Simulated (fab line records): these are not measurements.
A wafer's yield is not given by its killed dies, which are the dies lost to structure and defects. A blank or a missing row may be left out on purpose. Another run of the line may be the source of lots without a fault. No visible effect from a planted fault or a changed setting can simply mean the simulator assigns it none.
One fault through the eyes of 2 desks	flow sky130	every desk sees just its own numbers, and what lay behind them comes last

== THE METROLOGY DESK ==
What the gauges read, lot by lot, whatever tool the lot ran on: means of the sampled wafers that have a number. Marked OUT: a lot whose mean sits more than 4 standard deviations from the usual mean, which makes it out of limits; the brackets give that distance.
Columns: A = NWELL_2_TW at SKY_NWELL_TW_MEAS_26, usual 494; B = PWDE_RS at SKY_NWELL_RS_MEAS_31, usual 5270 ohm/sq
lot	first seen here	A	B
L930	day 5 04:52	492	5255
L931	day 5 13:01	493	5294
L932	day 5 19:58	499	5251
L935	day 7 09:55	493	5239
L936	day 7 10:19	493	5260
L938	day 8 07:41	448 (-13) OUT	5291
L940	day 8 08:59	493	5271
L941	day 9 05:35	450 (-12) OUT	5257
L948	day 10 07:08	487	5298
L949	day 10 10:11	495	5263
L952	day 10 20:35	497	5269
L953	day 11 06:10	493	5259
Finding of this desk: L938, L941 out of limits, first seen on L938 at day 8 07:41 (NWELL_2_TW at SKY_NWELL_TW_MEAS_26). L930, L931, L932, L935, L936, L940, L948, L949, L952, L953: within limits.

== FOR THE TOOL OWNER'S DESK: implanter-04 ==
The tool's own readings at SKY_NWELL_IMPLANT_24: means of the sampled wafers that have a number, for each lot that ran on this tool. Marked OUT: a lot whose mean sits more than 4 standard deviations from the usual mean, which makes it out of limits; the brackets give that distance.
Columns: A = dose-ions-cm2 at SKY_NWELL_IMPLANT_24, usual 9.2e+12; B = faraday-current-uA at SKY_NWELL_IMPLANT_24, usual 51.9
lot	first seen here	A	B
L931	day 5 12:46	9.2e+12	52.2
L936	day 7 10:04	9.2e+12	53.0
L938	day 8 07:28	6.8e+12 (-99 or more) OUT	38.4 (-14) OUT
L941	day 9 05:22	6.8e+12 (-99 or more) OUT	37.7 (-14) OUT
This desk finds L938, L941 out of limits, L938 being first, at day 8 07:28 (dose-ions-cm2 at SKY_NWELL_IMPLANT_24). L931, L936: within limits.

== TAKEN TOGETHER ==
At day 8 07:28, on L938, L941, the tool owner's desk was in a position to raise an alarm.
On L938, L941, the metrology desk was in a position to raise an alarm at day 8 07:41.
Of the lots named, all ran SKY_NWELL_IMPLANT_24 on implanter-04.

== WHAT HAD BEEN PUT IN BY THE SIMULATOR ==
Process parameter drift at SKY_NWELL_IMPLANT_24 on implanter-04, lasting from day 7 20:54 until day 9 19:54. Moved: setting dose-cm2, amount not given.
Shown lots that were struck: L938, L941.
Counting hours from when the fault started, the first reading out of limits came at 11 for the tool owner's desk and at 11 for the metrology desk.
